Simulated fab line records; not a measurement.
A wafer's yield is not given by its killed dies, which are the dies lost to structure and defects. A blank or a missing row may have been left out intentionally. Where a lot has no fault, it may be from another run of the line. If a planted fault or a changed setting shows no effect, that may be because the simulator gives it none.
Comparing a struck lot with a sound one	flow gf180mcu	16 steps out of a route of 602
Sound: wafers L436.3, L436.5, L436.6. Struck: wafers L434.2, L434.3. (L434.1 of the same lot was not struck and is left out.) The cause comes at the end.
Each step with rows lists, per side, the tool, then ch with its chambers, then its first start. Under that, the readings that differ: sound wafers	struck wafers	difference of the means	sigmas: that difference in standard deviations of wafers without a fault.
alike: same words and numbers on both sides, and readings whose means sit less than 2 such deviations apart. not compared: any withheld reading, any reading some wafer has no value for, any bound like >300 that may hide the same value, and any number with overlapping values for which the record gives no deviation.
The two part at a step that has a row with sigmas, a row that says differs or no value, or rows on one side only. Numbers that don't overlap but have no deviation are shown without sigmas and don't part them. A reading missing from all wafers of one side parts the sides only when that side holds two or more wafers.

first, 3 steps without rows for these wafers: GF_V1_EXPOSE_11 (exposes mask Via1, target cd 260 nm); GF_V1_PEB_12 (peb time 90 s); GF_V1_DEVELOP_13 (develop time 60 s).
GF_V1_CD_MEAS_14: the cd target is 260 nm.
  sound: cdSem-01 at day 23 05:16; struck: cdSem-01 at day 22 17:05
  alike: cdNm
GF_V1_OVL_MEAS_15:
  sound: overlay-01 at day 23 05:22; struck: overlay-02 at day 22 17:12
  alike: V1_OVL
GF_V1_ETCH_16: etches BARC in N2/H2.
  sound on rieDiel-04 ch 0,1, day 23 05:23; struck on rieDiel-01 ch 0,3, day 22 17:14
  alike: drypumpMotorCurrentA, oesProductAu, throttleValvePct
GF_V1_ETCH_17: etches SiO2 in C4F8/O2/Ar, stops on TiN, target depth 630 nm.
  sound on rieDiel-04 ch 0,1; struck on rieDiel-01 ch 0,3
  alike: oesProductAu
GF_V1_STRIP_18: strips in O2/N2.
  sound on plasmaAsher-03 ch 0,1, day 23 05:32; struck on plasmaAsher-04 ch 0, day 22 17:22
reading	sound	struck	difference	sigmas
heaterPowerW (W)	323 279 325	367 360	+54	+2
  alike: drypumpMotorCurrentA, oesProductAu
  not compared: rfHoursCounterH
then, 2 steps without rows for these wafers: GF_V1_STRIP_19 (strips in post etch residue remover, time 1200 s); GF_V1_CLEAN_20 (cleans in DIW).
GF_V1_SPUTTER_21: material Ti, target thk 15 nm, time 80.02 s.
  sound: pvdSputter-01 at day 23 06:02; struck: pvdSputter-01 at day 22 17:53
  alike: throttleValvePct
GF_V1_SPUTTER_22: material TiN, target thk 10 nm, time 40 s.
  sound: pvdSputter-01 at day 23 06:07; struck: pvdSputter-01 at day 22 17:58
  alike: throttleValvePct
GF_V1_CVD_23: deposits W, target thk 350 nm, time 105.05 s.
  sound on cvdW-01 ch 0,1, day 23 06:11; struck on cvdW-02 ch 0, day 22 17:59
reading	sound	struck	difference	sigmas
heaterPowerOuterW (W)	680 659 607	491 488	-159	-2
heaterPowerW (W)	959 987 936	780 773	-184	-2
model.W_of_V1_CVD_23.thkNm (nm)	341.8 345.8 346.1	339.1 335.8	-7.1	
GF_V1_RS_MEAS_24: a four-point-probe measurement.
  sound: filmMetro-02 at day 23 06:18; struck: filmMetro-04 at day 22 18:07
reading	sound	struck	difference	sigmas
V1_W_RS (ohm/sq)	0.335 0.332 0.331	0.339 0.341	+0.007	+2
GF_V1_THK_MEAS_25: measures by xrf.
  sound: filmMetro-02 at day 23 06:24; struck: filmMetro-04 at day 22 18:14
  alike: V1_W_THK
GF_PASSIVATION_PROBE_99:
  sound wafers here have rows in the record (prober-01, day 32 22:29); struck ones have none

## WHERE THEY PART
At GF_V1_STRIP_18 first; at GF_PASSIVATION_PROBE_99 last (within this record only).

WHY: what the simulator had put in
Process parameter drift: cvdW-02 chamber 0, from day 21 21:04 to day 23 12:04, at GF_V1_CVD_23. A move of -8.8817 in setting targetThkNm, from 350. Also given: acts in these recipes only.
